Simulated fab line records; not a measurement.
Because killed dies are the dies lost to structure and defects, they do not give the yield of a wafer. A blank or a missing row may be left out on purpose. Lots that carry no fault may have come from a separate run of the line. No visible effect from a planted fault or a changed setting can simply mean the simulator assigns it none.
Comparing a struck lot with a sound one    flow sky130    43 out of 708 route steps
Sound: the wafers L378.1, L378.2, L378.5. Struck: wafers L390.2, L390.5, L390.6. The cause is named last.
Per side, at each step with rows, come the tool, then ch with its chambers, and then its first start. Under that, the readings that differ: sound wafers    struck wafers    difference of the means    sigmas: that difference in standard deviations of wafers without a fault.
alike: readings whose means differ by less than 2 such deviations, and words and numbers that are the same on both sides. not compared: withheld readings, readings that some wafer has no value for, bounds like >300 that may hide the same value, and numbers for which the record gives no deviation and whose values overlap.
Wherever a step has rows on one side only, a row that says differs or no value, or a row with sigmas, the two part there. When numbers do not overlap yet have no deviation, they are printed without sigmas and do not part them. A reading missing from all wafers of one side parts the sides only when that side holds two or more wafers.

first, 4 steps without rows for these wafers: SKY_VIA3_STRIP_16 (strips in O2/N2); SKY_VIA3_STRIP_17 (strips in post etch residue remover, time 1200 s); SKY_VIA3_CLEAN_18 (cleans in IPA, time 180 s); SKY_VIA3_CLEAN_19 (cleans in O3/DIW).
SKY_VIA3_SPUTTER_20: material TiN, target thk 20 nm, time 80 s.
  struck on pvd sputter-02, day 45 02:35; sound on pvd sputter-02, day 41 20:56
  alike: throttle valve pct
SKY_VIA3_CVD_21: deposits W, target thk 390 nm, time 117.31 s.
  sound on cvd w-02 ch 0,1, day 41 21:00; struck on cvd w-02 ch 0,1, day 45 02:38
  alike: chamber pressure Torr, heater power w
SKY_VIA3_RS_MEAS_22: measurement is done with a four-point probe.
  struck on film metro-04, day 45 02:47; sound on film metro-04, day 41 21:07
reading             sound                 struck                difference  sigmas
VIA3_W_RS (ohm/sq)  0.2966 0.2974 0.2961  0.2896 0.2893 0.2884  -0.0076     -3
SKY_VIA3_THK_MEAS_23: measures by xrf.
  struck on film metro-04, day 45 02:53; sound on film metro-04, day 41 21:14
  alike: VIA3_W_THK
SKY_VIA3_CMP_24: polishes, stops on SiO2, t overpolish 20 s, target thk 0 nm.
  sound on cmp-01 ch 1,2,3, day 41 21:24; struck on cmp-01 ch 0,2,3, day 45 03:02
  alike: edge zone pressure frac, motor current A, overpolish run s, slurry filter dp kPa, time to endpoint s
then, 3 steps without rows for these wafers: SKY_METAL4_SPUTTER_00 (material Ti, target thk 15 nm, time 10 s); SKY_METAL4_SPUTTER_01 (material TiN, target thk 20 nm, time 16.7 s); SKY_METAL4_SPUTTER_02 (material AlCu, target thk 735 nm, time 39.1 s).
SKY_METAL4_SPUTTER_03: material Ti, target thk 5 nm, time 3.3 s.
  struck on pvd sputter-02, day 45 03:20; sound on pvd sputter-04, day 41 21:41
  alike: throttle valve pct
SKY_METAL4_SPUTTER_04: material TiN, target thk 70 nm, time 58.3 s.
  struck on pvd sputter-02, day 45 03:21; sound on pvd sputter-04, day 41 21:43
  alike: throttle valve pct
then, 1 step without rows for these wafers: SKY_CAP2M_CVD_00 (deposits SiO2, target thk 15.5 nm).
SKY_CAP2M_THK_MEAS_01:
  struck on film metro-02, day 45 03:26; sound on film metro-01, day 41 21:47
  alike: CAP2M_CVD_00_THK
then, 1 step without rows for these wafers: SKY_CAP2M_SPUTTER_02 (material TiN, target thk 200 nm, time 166.7 s).
SKY_CAP2M_RS_MEAS_03: measurement is done with a four-point probe.
  struck on film metro-02, day 45 03:37; sound on film metro-03, day 41 21:57
  alike: CAP2M_TIN_RS
SKY_CAP2M_THK_MEAS_04: measures by xrf.
  struck on film metro-02, day 45 03:43; sound on film metro-03, day 41 22:04
  alike: CAP2M_TIN_THK
then, 7 steps without rows for these wafers: SKY_CAP2M_DEHYDRATE_05 (time 60 s); SKY_CAP2M_HMDS_06 (prime time 60 s); SKY_CAP2M_COAT_07 (resist thk 1140 nm); SKY_CAP2M_SOFTBAKE_08 (time 60 s); SKY_CAP2M_EXPOSE_09 (exposes mask CAP2M, target cd 1000 nm); SKY_CAP2M_PEB_10; SKY_CAP2M_DEVELOP_11 (develop time 60 s).
SKY_CAP2M_OVL_MEAS_12:
  struck on overlay-02, day 46 00:50; sound on overlay-01, day 42 21:26
  alike: CAP2M_OVL
then, 1 step without rows for these wafers: SKY_CAP2M_METAL_ETCH_13 (etches TiN in Cl2/BCl3, stops on SiO2, target depth 220 nm, time 62.9 s).
SKY_CAP2M_STRIP_14: strips in O2/N2.
  sound on plasma asher-04 ch 0,1, day 42 21:33; struck on plasma asher-04 ch 0,1, day 46 00:56
  alike: drypump motor current A, n2 flow sccm, oes product au, strip time to endpoint s
  not compared: rf hours counter h
then, 11 steps without rows for these wafers: SKY_CAP2M_STRIP_15 (strips in post etch residue remover, time 1200 s); SKY_CAP2M_CLEAN_16 (cleans in IPA, time 180 s); SKY_CAP2M_CLEAN_17 (cleans in O3/DIW); SKY_METAL4_DEHYDRATE_05 (time 60 s); SKY_METAL4_HMDS_06 (prime time 60 s); SKY_METAL4_COAT_07 (resist thk 60.65 nm); SKY_METAL4_COAT_08 (resist thk 1140 nm); SKY_METAL4_SOFTBAKE_09 (time 90 s); SKY_METAL4_EXPOSE_10 (exposes mask MM4, target cd 300 nm); SKY_METAL4_PEB_11; SKY_METAL4_DEVELOP_12 (develop time 60 s).
SKY_METAL4_CD_MEAS_13: target cd 300 nm.
  struck on cd sem-02, day 46 22:24; sound on cd sem-02, day 43 21:17
  alike: cd nm
SKY_METAL4_OVL_MEAS_14:
  struck on overlay-01, day 46 22:30; sound on overlay-02, day 43 21:25
  alike: METAL4_OVL
-- the record jumps here: 3 days lie between the struck wafers' starts before and after (it left off in module METAL4 and takes up again in module PAD_OPEN, whose first step shown is number 708 of the route) --
SKY_PAD_OPEN_PROBE_99:
  struck on prober-01, day 50 07:34; sound on prober-01, day 47 17:43
reading                                sound               struck             difference  sigmas
defect limited yield (%)               81.5 81.3 82.9      75.6 77.4 73.6     -6.4        -4
killed_at_M4_up                        4 2 1               32 26 52           +34         +19
killed dies                            91 92 84            120 111 130        +31         +4
killed on rim                          19 21 16            29 26 24           +8          +2
sort_bin_3_pad_short (%)               0.6 1.0 1.0         3.3 1.2 1.6        +1.2        +3
sort_bin_5_function (%)                11.4 10.4 9.8       15.2 15.0 17.3     +5.3        +4
sort n pass                            401 400 408         372 381 362        -31         -4
sort yield pct (%)                     81.5 81.3 82.9      75.6 77.4 73.6     -6.4        -4
model.etest.tester.sort n pass         401 400 408         372 381 362        -31         
model.etest.tester.sort yield pct (%)  81.5 81.3 82.93     75.61 77.44 73.58  -6.37       
model.etest.tester.sort_bin_5_pct (%)  11.38 10.37 9.756   15.24 15.04 17.28  +5.35       
model.etest.tester.sort_bin_3_pct (%)  0.6098 1.016 1.016  3.252 1.22 1.626   +1.152      
  alike: killed_at_M0_to_M3, killed at contacts, killed at front end, killed at other, killed open, killed short, sort_bin_6_memory

== WHERE THEY PART ==
Earliest at SKY_VIA3_RS_MEAS_22; latest, in this record, at SKY_PAD_OPEN_PROBE_99.

WHY: what had been put in by the simulator
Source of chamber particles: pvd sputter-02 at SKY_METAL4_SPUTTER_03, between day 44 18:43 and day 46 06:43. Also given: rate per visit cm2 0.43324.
